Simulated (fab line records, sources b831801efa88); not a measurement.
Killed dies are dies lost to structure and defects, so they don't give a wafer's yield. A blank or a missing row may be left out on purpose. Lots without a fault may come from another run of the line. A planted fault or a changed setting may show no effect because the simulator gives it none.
Problem report in the 8D (eight disciplines) form, filled by code | flow sky130 | the parts of the form that need people (team, actions taken, sign-off) are left out

1. THE PROBLEM
LDD_LDN_TW at SKY_LDD_LDN_TW_MEAS_13 reads a mean of 1433 on 3 wafers of 2 lots; wafers without a fault read 1483 with a standard deviation of 7.3. That is -6.9 standard deviations from the usual mean.
First seen on wafer L979.1, day 26 22:36, on film_metro-04. The record holds 42 wafers of 14 lots with a number at this step. Rule for "out", or "out of limits": more than 4 standard deviations from the usual mean. The other wafers with a number count as sound.

2. WHAT IT IS AND WHAT IT IS NOT
question                    | is                           | is not
which readings at this step | LDD_LDN_TW                   | -
which lots                  | L979, L981                   | L969, L970, L971, L972, L973, L974, L975, L977, L978, L986, L990, L991
which wafers of those lots  | L979.1, L979.6, L981.1       | L979.5, L981.4, L981.5
read on which gauges        | film_metro-01, film_metro-04 | film_metro-02
when                        | from day 26 22:36            | up to then (28 sound wafers); but 11 sound wafers of L981, L986, L990, L991 came after

3. SUSPECTS, AND WHAT RULES EACH OUT
Counting: a tool at a process step up to the reading stays a suspect if it ran every lot that is out. Sound lots after the first of them don't rule it out here, since some wafers of a struck lot are sound.
- the gauge at SKY_LDD_LDN_TW_MEAS_13: ruled out. The wafers that are out were read on 2 gauges (film_metro-01, film_metro-04).
- litho_track-03 at SKY_LDD_LDN_DEVELOP_06 (develop time 60 s): kept. It ran every lot that is out, first L979 (day 26 21:43); its last sound lot up to then is L977 (day 26 04:32).
Left after counting: litho_track-03 at SKY_LDD_LDN_DEVELOP_06.

4. THE CAUSE (what the simulator had put in)
Process parameter drift: litho_track-03, from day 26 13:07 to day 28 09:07, at SKY_LDD_LDN_DEVELOP_06. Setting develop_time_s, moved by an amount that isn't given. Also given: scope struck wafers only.
Counting left only this tool.

5. THE CHAIN OF EFFECTS, in route order
Each row: a reading whose mean over the struck wafers that have a number lies more than 3 standard deviations from the usual. Only readings for which the record gives a usual standard deviation are gone through. hours: the time from each lot's start at the first step in this table that gives one to its start at this step, as a median over the lots. sigmas: the change in usual standard deviations.
hours | step                   | reading    | usual | on struck wafers | change | sigmas
0     | SKY_LDD_LDN_TW_MEAS_13 | LDD_LDN_TW | 1483  | 1433             | -50    | -6.9

6. WHAT WOULD HAVE CAUGHT IT SOONER
In this record the first reading out of limits at a measuring or inspecting step was taken at day 26 22:36, 9 hours after the fault began at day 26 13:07.
Of the tool readings at SKY_LDD_LDN_DEVELOP_06 for which the record gives a usual standard deviation, none was out on any struck wafer, so an alarm limit of 4 standard deviations on them would not have fired.
Of the lots that are out (2), L981 began SKY_LDD_LDN_DEVELOP_06 on litho_track-03 after day 26 22:36. A hold on the tool at that time would have spared it.
